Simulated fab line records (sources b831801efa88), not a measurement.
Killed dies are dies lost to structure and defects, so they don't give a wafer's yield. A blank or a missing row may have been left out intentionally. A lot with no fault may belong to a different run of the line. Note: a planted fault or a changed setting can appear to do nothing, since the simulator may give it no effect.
2 desks, one fault + flow gf180mcu + only its own numbers are on each desk; what lay behind them is given at the end

AT THE METROLOGY DESK
What the gauges read, lot by lot, whatever tool the lot ran on: means of the sampled wafers that have a number. The brackets show how far a lot's mean lies from the usual mean; more than 4 standard deviations puts the lot out of limits, marked OUT.
Columns: A = cd_nm at GF_V2_CD_MEAS_14, usual 260.2 nm; B = V2_OVL at GF_V2_OVL_MEAS_15, usual 4 nm
| lot  | first seen here | A     | B  |
|------|-----------------|-------|----|
| L984 | day 21 09:35    | 260.4 | -8 |
| L985 | day 22 06:41    | 262.0 | 8  |
| L989 | day 23 10:55    | 258.7 | 3  |
| L991 | day 24 02:13    | 262.4 | -8 |
| L998 | day 26 09:34    | 259.9 | 10 |
| L999 | day 26 15:31    | 261.2 | 8  |
Finding of this desk: none of the 6 lots has anything out of limits.

THE TOOL OWNER'S DESK: pvd_sputter-04
The tool's own readings at GF_V2_SPUTTER_21 (material Ti, target thk 15 nm, time 80.02 s): means of the sampled wafers that have a number, for each lot that ran on this tool. The brackets show how far a lot's mean lies from the usual mean; more than 4 standard deviations puts the lot out of limits, marked OUT.
Columns: A = chamber_pressure_pa at GF_V2_SPUTTER_21, usual 5.001 Pa; B = throttle_valve_pct at GF_V2_SPUTTER_21, usual 30.3 %
| lot  | first seen here | A     | B    |
|------|-----------------|-------|------|
| L985 | day 22 07:29    | 5.001 | 30.1 |
| L989 | day 23 11:41    | 5.002 | 30.7 |
| L991 | day 24 03:04    | 5.007 | 30.8 |
Finding of this desk: none of the 3 lots has anything out of limits.

TAKEN TOGETHER
The metrology desk saw nothing out of limits.
Nothing out of limits was seen by the tool owner's desk.

WHAT HAD BEEN PUT IN BY THE SIMULATOR
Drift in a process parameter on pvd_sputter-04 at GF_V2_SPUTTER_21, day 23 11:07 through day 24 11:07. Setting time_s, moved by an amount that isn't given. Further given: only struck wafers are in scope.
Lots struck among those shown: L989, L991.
